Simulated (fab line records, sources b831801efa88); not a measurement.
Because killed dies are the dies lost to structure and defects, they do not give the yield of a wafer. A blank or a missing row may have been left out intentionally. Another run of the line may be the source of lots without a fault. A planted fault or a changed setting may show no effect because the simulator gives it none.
Commonality check across tools	flow gf180mcu	Lots sampled 12, wafers sampled 36

WHAT PROMPTED THE OPENING
At GF_V5_CD_MEAS_14 the reading cd nm is flagged on 2 of 12 lots. Wafers without a fault read 259.7 nm, standard deviation 1.2.
Rule: a lot is flagged when every wafer of it that has a number lies more than 4 standard deviations from that mean, or none has a number. The rest of the lots are taken to be sound.

lot	measured	on	cd nm (nm), wafer by wafer	flag
L363	day 27 17:41	cd sem-01	258.3 257.6 257.9	
L364	day 27 18:20	cd sem-01	259.9 257.2 258.7	
L365	day 28 02:52	cd sem-02	260.7 260.4 260.1	
L366	day 28 11:48	cd sem-02	262.3 261.2 262.1	
L368	day 29 07:37	cd sem-02	259.0 258.5 260.3	
L373	day 30 13:37	cd sem-02	260.7 260.5 259.5	
L374	day 30 22:47	cd sem-02	262.1 261.8 260.9	
L375	day 31 01:04	cd sem-01	246.1 246.5 247.3	FLAGGED
L376	day 31 09:51	cd sem-02	258.9 260.1 259.8	
L378	day 32 00:59	cd sem-01	261.8 259.5 260.5	
L379	day 32 04:22	cd sem-02	249.4 249.2 249.1	FLAGGED
L385	day 33 16:35	cd sem-02	258.5 258.0 257.9	
Average over the flagged lots: 247.9 nm; offset from the usual -11.8 nm, equal to -10 standard deviations.

EACH LOT AND THE TOOL IT RAN ON
Before the reading, the record contains 2 process steps out of a 602-step route. Each cell gives the tool, then ch followed by the chambers the sampled wafers passed through, then the start.
lot	flag	GF_V4_CMP_26	GF_V5_EXPOSE_11
L363		cmp-01 ch 0,1,2, day 25 00:51	krf scanner-02 ch 0, day 27 07:56
L364		cmp-02 ch 0,2, day 25 01:17	krf scanner-01 ch 0, day 27 08:24
L365		cmp-02 ch 0,1,2, day 25 11:20	krf scanner-01 ch 0, day 27 17:20
L366		cmp-01 ch 2,3, day 25 21:34	krf scanner-02 ch 0, day 28 02:17
L368		cmp-01 ch 0,3, day 26 17:15	krf scanner-01 ch 0, day 28 21:57
L373		cmp-02 ch 0,1,3, day 28 02:34	krf scanner-01 ch 0, day 30 05:08
L374		cmp-02 ch 0,1,2, day 28 12:32	krf scanner-01 ch 0, day 30 14:06
L375	FLAGGED	cmp-02 ch 1,2,3, day 28 14:25	krf scanner-01 ch 0, day 30 16:02
L376		cmp-02 ch 0,2, day 29 00:03	krf scanner-02 ch 0, day 31 01:28
L378		cmp-01 ch 0,1,2, day 29 17:17	krf scanner-02 ch 0, day 31 16:34
L379	FLAGGED	cmp-01 ch 0,2,3, day 29 19:50	krf scanner-01 ch 0, day 31 19:59
L385		cmp-01 ch 0,3, day 31 12:55	krf scanner-02 ch 0, day 33 09:14
What is done by these steps:
- GF_V4_CMP_26: polishes, stops on SiO2, t overpolish 15 s, target thk 0 nm.
- GF_V5_EXPOSE_11: exposes mask Via5, target cd 260 nm.
- GF_V5_CD_MEAS_14: target cd 260 nm.

FLAGGED AGAINST TOTAL, ONE TOOL AT A TIME (gauges that did the reading follow at the end)
step	tool	lots run	flagged	share of the flagged lots	sound lots run after its first flagged lot
GF_V4_CMP_26	cmp-01	6	1	some	1 (L385)
GF_V4_CMP_26	cmp-02	6	1	some	1 (L376)
GF_V5_EXPOSE_11	krf scanner-01	7	2	all	0
GF_V5_EXPOSE_11	krf scanner-02	5	0	none	-
GF_V5_CD_MEAS_14	cd sem-01	4	1	some	1 (L378)
GF_V5_CD_MEAS_14	cd sem-02	8	1	some	1 (L385)

WHAT THE TABLE ALLOWS
All flagged lots share 1 row of the table, namely krf scanner-01 at GF_V5_EXPOSE_11.
- krf scanner-01 at GF_V5_EXPOSE_11: 2 of its 7 lots flagged. It ran its last sound lot, L374, at day 30 14:06 and its first flagged lot, L375, at day 30 16:02: a fault with its onset between the two fits. Its own readings lie more than 4 standard deviations out on every wafer of the flagged lots: exposure dose mJ cm2.
Just one tool remains: krf scanner-01 at GF_V5_EXPOSE_11.

WHAT THE SIMULATOR HAD PUT IN
Process parameter drift: krf scanner-01, from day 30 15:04 on, at GF_V5_EXPOSE_11. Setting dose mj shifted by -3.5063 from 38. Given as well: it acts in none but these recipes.
Struck lots among those shown: L375, L379. This agrees with what the rule above found.
